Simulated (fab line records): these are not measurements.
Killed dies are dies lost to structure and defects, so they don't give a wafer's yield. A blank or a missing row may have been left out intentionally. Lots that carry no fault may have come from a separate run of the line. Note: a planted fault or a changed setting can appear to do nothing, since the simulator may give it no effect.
Which tool is to blame? | flow gf180mcu | 14 lots, 42 wafers sampled, at 2 steps of a route of 602

## WHAT EACH GAUGE READ, for each wafer
GF_M5_OVL_MEAS_08. Usual: for M5_OVL the level is -1 nm and the standard deviation is 5.7.
lot  | measured     | on         | M5_OVL (nm) | flag
L105 | day 26 07:26 | overlay-02 | 1 -7 -3     |
L106 | day 26 20:44 | overlay-02 | -12 -10 -10 |
L107 | day 26 23:35 | overlay-02 | -4 -11 -4   |
L108 | day 27 06:35 | overlay-02 | -1 12 7     |
L109 | day 27 19:13 | overlay-01 | 4 2 -6      |
L110 | day 27 22:34 | overlay-01 | -5 4 -3     |
L114 | day 29 00:35 | overlay-02 | 4 6 5       |
L113 | day 29 01:34 | overlay-02 | -5 -13 -10  |
L115 | day 29 15:08 | overlay-02 | 0 -2 -10    |
L116 | day 30 07:59 | overlay-01 | 8 -4 6      |
L119 | day 30 13:44 | overlay-01 | 3 -6 5      |
L118 | day 30 15:20 | overlay-01 | -1 13 2     |
L120 | day 31 03:49 | overlay-02 | 7 0 5       |
L121 | day 31 05:59 | overlay-01 | -2 -6 -1    |

## WHAT TOOL EACH LOT RAN ON (gives the tool, then ch and the chambers of the sampled wafers, and finally the start)
lot  | GF_V2_CVD_23
L105 | cvd-w-01 ch 0,1, day 20 10:53
L106 | cvd-w-02 ch 0,1, day 20 14:56
L107 | cvd-w-01 ch 0,1, day 21 01:22
L108 | cvd-w-01 ch 0,1, day 21 12:17
L109 | cvd-w-01 ch 0,1, day 21 20:53
L110 | cvd-w-01 ch 0,1, day 22 05:56
L114 | cvd-w-01 ch 0,1, day 23 09:34
L113 | cvd-w-01 ch 0,1, day 23 13:56
L115 | cvd-w-01 ch 0,1, day 24 04:16
L116 | cvd-w-01 ch 0, day 25 00:20
L119 | cvd-w-02 ch 0,1, day 25 05:53
L118 | cvd-w-01 ch 0,1, day 25 08:28
L120 | cvd-w-02 ch 0,1, day 26 01:56
L121 | cvd-w-01 ch 0,1, day 26 01:59
- GF_V2_CVD_23: deposits W, target thk 350 nm, time 104.94 s.

## AS READ BY THE TOOLS THEMSELVES (means over the sampled wafers that have a number; for cases with no such wafer, the mark the record gives instead)
GF_V2_CVD_23. Usual: heater-power-w at 802 W, with a standard deviation of 41.
lot  | tool     | heater-power-w (W) | flag
L105 | cvd-w-01 | 809                |
L106 | cvd-w-02 | 800                |
L107 | cvd-w-01 | 823                |
L108 | cvd-w-01 | 817                |
L109 | cvd-w-01 | 822                |
L110 | cvd-w-01 | 800                |
L114 | cvd-w-01 | 827                |
L113 | cvd-w-01 | 805                |
L115 | cvd-w-01 | 820                |
L116 | cvd-w-01 | 804                |
L119 | cvd-w-02 | 791                |
L118 | cvd-w-01 | 820                |
L120 | cvd-w-02 | 763                |
L121 | cvd-w-01 | 820                |

## THE ANSWER, worked out from the rows above alone
Rule: take the mean of a lot's wafers that have a number; if it is more than 3 standard deviations from the usual mean, the lot is off. A lot without any number at a reading at which 4 lots or more have one is off too. The other lots that the step has rows for count as sound. Order of review: gauges by route order, followed by the tools' own readings, for which a lot's mean as printed above is used. At the first step where some lot is off, the reading lying furthest off is the one used; lots without a number count as furthest.
Nothing can be told from this: no lot is off at any reading shown.

## WHAT THE SIMULATOR PUT IN
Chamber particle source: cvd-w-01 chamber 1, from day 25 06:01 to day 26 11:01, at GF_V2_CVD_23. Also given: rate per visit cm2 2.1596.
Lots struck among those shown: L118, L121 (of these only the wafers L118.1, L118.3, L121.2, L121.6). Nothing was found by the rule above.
